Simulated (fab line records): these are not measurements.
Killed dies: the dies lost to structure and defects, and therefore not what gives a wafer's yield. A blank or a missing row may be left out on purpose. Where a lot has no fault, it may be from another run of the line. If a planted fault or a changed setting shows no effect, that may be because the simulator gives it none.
Which tool was responsible?	flow sky130	39 wafers from 13 lots sampled at 3 of the route's 708 steps

## WHAT THE GAUGES READ, wafer by wafer
SKY_VIA1_THK_MEAS_01.
lot	measured	on	VIA1_HDPCVD_THK (nm)
L257	day 33 12:30	filmMetro-04	1027 1017 1021
L258	day 33 14:08	filmMetro-01	1037 1031 1030
L259	day 33 14:30	filmMetro-03	1043 1011 1024
L260	day 33 17:11	filmMetro-03	1032 1014 1027
L262	day 34 12:40	filmMetro-03	1030 1021 1030
L265	day 35 12:24	filmMetro-03	1039 1032 1019
L266	day 35 18:38	filmMetro-04	1029 1023 1030
L267	day 36 03:11	filmMetro-04	1046 1035 1037
L268	day 36 08:12	filmMetro-03	1031 1027 1010
L272	day 37 11:47	filmMetro-03	1041 1034 1026
L273	day 37 21:51	filmMetro-03	1025 1037 1041
L277	day 39 09:37	filmMetro-03	1027 1034 1035
L280	day 40 17:00	filmMetro-03	1033 1046 1036

## EACH LOT AND THE TOOL THAT RAN IT (in order: tool; ch and the chambers of the sampled wafers; start)
lot	SKY_GATE_OXIDE_DEVELOP_09	SKY_METAL1_SPUTTER_03
L257	lithoTrack-01 ch 0, day 14 01:11	pvdSputter-04, day 32 08:26
L258	lithoTrack-03 ch 0, day 14 07:54	pvdSputter-02, day 32 09:13
L259	lithoTrack-04 ch 0, day 14 11:07	pvdSputter-04, day 32 09:37
L260	lithoTrack-04 ch 0, day 14 17:53	pvdSputter-02, day 32 12:39
L262	lithoTrack-03 ch 0, day 15 14:21	pvdSputter-02, day 33 08:41
L265	lithoTrack-01 ch 0, day 16 15:49	pvdSputter-04, day 34 10:01
L266	lithoTrack-03 ch 0, day 17 01:56	pvdSputter-01, day 34 16:29
L267	lithoTrack-03 ch 0, day 17 10:27	pvdSputter-01, day 35 00:32
L268	lithoTrack-04 ch 0, day 17 19:52	pvdSputter-04, day 35 05:17
L272	lithoTrack-04 ch 0, day 19 01:38	pvdSputter-04, day 36 09:09
L273	lithoTrack-04 ch 0, day 19 13:34	pvdSputter-04, day 36 18:46
L277	lithoTrack-03 ch 0, day 21 05:56	pvdSputter-04, day 38 07:25
L280	lithoTrack-04 ch 0, day 23 01:23	pvdSputter-04, day 39 15:23
- SKY_GATE_OXIDE_DEVELOP_09: develop time 60 s.
- SKY_METAL1_SPUTTER_03: material Ti, target thk 5 nm, time 3.3 s.

## WHAT THE TOOLS THEMSELVES READ (means of the sampled wafers that have a number; where no wafer has one, the mark that the record gives instead)
SKY_GATE_OXIDE_DEVELOP_09.
lot	tool	chillPlateTempC (C)	developerTempC (C)	exhaustPa (Pa)
L257	lithoTrack-01	23.04	22.96	45.2
L258	lithoTrack-03	22.97	23.02	44.6
L259	lithoTrack-04	23.00	23.15	44.4
L260	lithoTrack-04	23.16	23.03	46.2
L262	lithoTrack-03	22.98	23.06	44.5
L265	lithoTrack-01	22.95	23.10	44.4
L266	lithoTrack-03	23.12	22.99	44.9
L267	lithoTrack-03	22.91	23.09	44.7
L268	lithoTrack-04	23.12	22.94	45.7
L272	lithoTrack-04	23.11	22.05	44.5
L273	lithoTrack-04	22.95	22.08	46.5
L277	lithoTrack-03	22.80	23.13	45.7
L280	lithoTrack-04	23.08	23.01	44.8

SKY_METAL1_SPUTTER_03.
lot	tool	throttleValvePct (%)
L257	pvdSputter-04	30.4
L258	pvdSputter-02	29.5
L259	pvdSputter-04	29.7
L260	pvdSputter-02	29.4
L262	pvdSputter-02	29.6
L265	pvdSputter-04	30.8
L266	pvdSputter-01	29.7
L267	pvdSputter-01	29.6
L268	pvdSputter-04	30.4
L272	pvdSputter-04	30.4
L273	pvdSputter-04	30.6
L277	pvdSputter-04	30.7
L280	pvdSputter-04	30.7

## THE ANSWER, worked out from the rows above alone
Rule: what is usual is taken from the lots themselves. The widest of any qualifying gaps counts: lots, ordered by their means at a reading, are off when they make up no more than a third of the lots, leave a main group of 4 or more, and stand apart from it by 3 or more times the standard deviation of that group's means. The tables above print the reading to a certain number of digits; a main group whose means all agree to those digits is not used. Also off: a lot with no number at a reading for which 4 or more lots have one. All remaining lots with rows at the step are treated as sound. The gauges are gone through in route order, then the tools' own readings, and for those a lot's mean is taken as printed above. At the first step where some lot is off, the reading lying furthest off is the one used; lots without a number count as furthest.
Off, at SKY_GATE_OXIDE_DEVELOP_09 on developerTempC: L272, L273. The main group has a mean of 23.04 C with a standard deviation of 0.065.
If a tool, at that step or one of the process steps before it, ran each lot that is off and ran no sound lot following the first of them, it fits. Not one of the candidates tried fits.

## WHAT THE SIMULATOR PUT IN
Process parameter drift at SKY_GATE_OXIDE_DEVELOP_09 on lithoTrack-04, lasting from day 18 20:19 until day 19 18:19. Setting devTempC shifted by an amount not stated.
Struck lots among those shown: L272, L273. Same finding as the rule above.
